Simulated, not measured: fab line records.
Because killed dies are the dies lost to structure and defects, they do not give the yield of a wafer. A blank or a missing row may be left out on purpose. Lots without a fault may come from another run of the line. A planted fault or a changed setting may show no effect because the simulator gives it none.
What tool caused it? | flow sky130 | 33 wafers from 11 lots sampled at 4 of the route's 708 steps

## WHAT THE GAUGES SHOWED, per wafer
SKY_FIELD_ISO_THK_MEAS_02.
lot  | measured    | on            | FIELD_ISO_OXIDATION_00_THK (nm)
L100 | day 1 12:29 | film-metro-01 | 12.61 12.38 12.37
L101 | day 1 17:56 | film-metro-04 | 12.28 12.48 12.42
L102 | day 1 23:29 | film-metro-04 | 12.27 12.13 12.17
L104 | day 2 08:42 | film-metro-04 | 12.29 12.06 12.37
L107 | day 3 03:25 | film-metro-01 | 12.08 11.69 11.70
L109 | day 3 10:32 | film-metro-01 | 11.82 11.91 11.98
L108 | day 3 10:32 | film-metro-04 | 11.73 11.98 11.96
L113 | day 4 05:06 | film-metro-04 | 12.35 12.28 11.89
L118 | day 5 10:29 | film-metro-01 | 12.13 12.14 12.06
L120 | day 5 17:24 | film-metro-01 | 12.22 12.03 12.16
L123 | day 6 07:30 | film-metro-04 | 12.01 12.02 12.00

SKY_NWELL_RS_MEAS_31: measurement is done with a four-point probe.
lot  | measured     | on            | PWDE_RS (ohm/sq)
L100 | day 5 03:56  | film-metro-04 | 5286 5263 5283
L101 | day 5 16:43  | film-metro-03 | 5257 5237 5248
L102 | day 6 16:05  | film-metro-03 | 5274 5248 5271
L104 | day 7 04:43  | film-metro-04 | 5244 5259 5260
L107 | day 7 07:47  | film-metro-04 | 5277 5297 5292
L109 | day 7 13:25  | film-metro-02 | 5506 5501 5505 5509 5491 5505
L108 | day 7 12:21  | film-metro-02 | 5296 5290 5272
L113 | day 8 18:32  | film-metro-02 | 5262 5261 5280
L118 | day 10 13:19 | film-metro-02 | 5315 5300 5326
L120 | day 10 21:02 | film-metro-03 | 5277 5263 5262
L123 | day 11 08:26 | film-metro-02 | 5269 5274 5276

## TOOL THAT RAN EACH LOT (tool first, then ch and the chambers of the sampled wafers, then the start)
lot  | SKY_FIELD_ISO_CMP_27         | SKY_PWDE_IMPLANT_08
L100 | cmp-02 ch 1,2, day 2 10:10   | implanter-01 ch 0, day 3 17:49
L101 | cmp-02 ch 0,1,3, day 2 15:46 | implanter-02 ch 0, day 4 04:47
L102 | cmp-01 ch 1,2, day 3 07:49   | implanter-03 ch 0, day 5 01:48
L104 | cmp-02 ch 1,2, day 3 21:45   | implanter-02 ch 0, day 5 14:02
L107 | cmp-01 ch 1,2,3, day 4 03:35 | implanter-03 ch 0, day 5 17:31
L109 | cmp-02 ch 0,1,2, day 4 08:42 | implanter-02 ch 0, day 5 22:49
L108 | cmp-01 ch 0,2, day 4 08:39   | implanter-01 ch 0, day 5 22:36
L113 | cmp-01 ch 0,2,3, day 5 09:03 | implanter-01 ch 0, day 7 01:17
L118 | cmp-02 ch 0,1, day 6 14:13   | implanter-01 ch 0, day 8 16:08
L120 | cmp-01 ch 0,2,3, day 7 04:31 | implanter-01 ch 0, day 9 00:16
L123 | cmp-01 ch 0,1,3, day 7 11:31 | implanter-03 ch 0, day 9 09:39
- SKY_FIELD_ISO_CMP_27: polishes, stops on Si3N4, t overpolish 16 s, target thk 457.8 nm.
- SKY_PWDE_IMPLANT_08

## AS READ BY THE TOOLS THEMSELVES (means over the sampled wafers that have a number; for cases with no such wafer, the mark the record gives instead)
SKY_FIELD_ISO_CMP_27.
lot  | tool   | motor-current-A (A) | overpolish-run-s (s) | time-to-endpoint-s (s)
L100 | cmp-02 | 11.2                | 15.989               | 115
L101 | cmp-02 | 12.1                | 15.997               | 113
L102 | cmp-01 | 13.3                | 15.999               | 108
L104 | cmp-02 | 11.8                | 16.006               | 114
L107 | cmp-01 | 12.7                | 16.017               | 111
L109 | cmp-02 | 12.2                | 16.003               | 114
L108 | cmp-01 | 12.6                | 16.013               | 111
L113 | cmp-01 | 12.6                | 16.003               | 107
L118 | cmp-02 | 12.1                | 16.003               | 112
L120 | cmp-01 | 12.4                | 16.014               | 108
L123 | cmp-01 | 13.0                | 16.004               | 107

SKY_PWDE_IMPLANT_08.
lot  | tool         | beam-energy-keV | beam-on-s (s)
L100 | implanter-01 | 150.00          | 10.01
L101 | implanter-02 | 150.04          | 10.13
L102 | implanter-03 | 149.94          | 9.92
L104 | implanter-02 | 150.03          | 9.88
L107 | implanter-03 | 149.98          | 10.02
L109 | implanter-02 | 150.06          | 9.87
L108 | implanter-01 | 150.03          | 9.96
L113 | implanter-01 | 149.91          | 9.96
L118 | implanter-01 | 149.93          | 9.94
L120 | implanter-01 | 149.98          | 10.21
L123 | implanter-03 | 149.96          | 9.90

## THE ANSWER, worked out from the rows above alone
Rule: what is usual is taken from the lots themselves. Put in order of their means at a reading, lots are off if they are a third of the lots or fewer, leave a main group of 4 or more, and stand apart from it by a gap of 3 or more times the standard deviation of the main group's means; of several such gaps the widest counts. The tables above print the reading to a certain number of digits; a main group whose means all agree to those digits is not used. A lot without any number at a reading at which 4 lots or more have one is off too. All remaining lots with rows at the step are treated as sound. Order of review: gauges by route order, followed by the tools' own readings, for which a lot's mean as printed above is used. At the first step where some lot is off, the reading lying furthest off is the one used; lots without a number count as furthest.
Off: L109, at SKY_NWELL_RS_MEAS_31 (PWDE_RS). The main group has a mean of 5274 ohm/sq with a standard deviation of 18.
If a tool, at a process step before that reading, ran all the lots that are off and no sound lot after the first of them, it fits. Those tools and the gauges at SKY_NWELL_RS_MEAS_31 are tried in the same way. One candidate fits, namely implanter-02 at SKY_PWDE_IMPLANT_08. A fault onset in the window from L104 (day 5 14:02, its last sound lot) to L109 (day 5 22:49, its first lot off) fits.

## WHAT THE SIMULATOR PUT IN
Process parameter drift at SKY_PWDE_IMPLANT_08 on implanter-02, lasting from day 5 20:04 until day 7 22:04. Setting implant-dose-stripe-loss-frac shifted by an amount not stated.
Lots struck among those shown: L109. The rule given above showed the same thing.
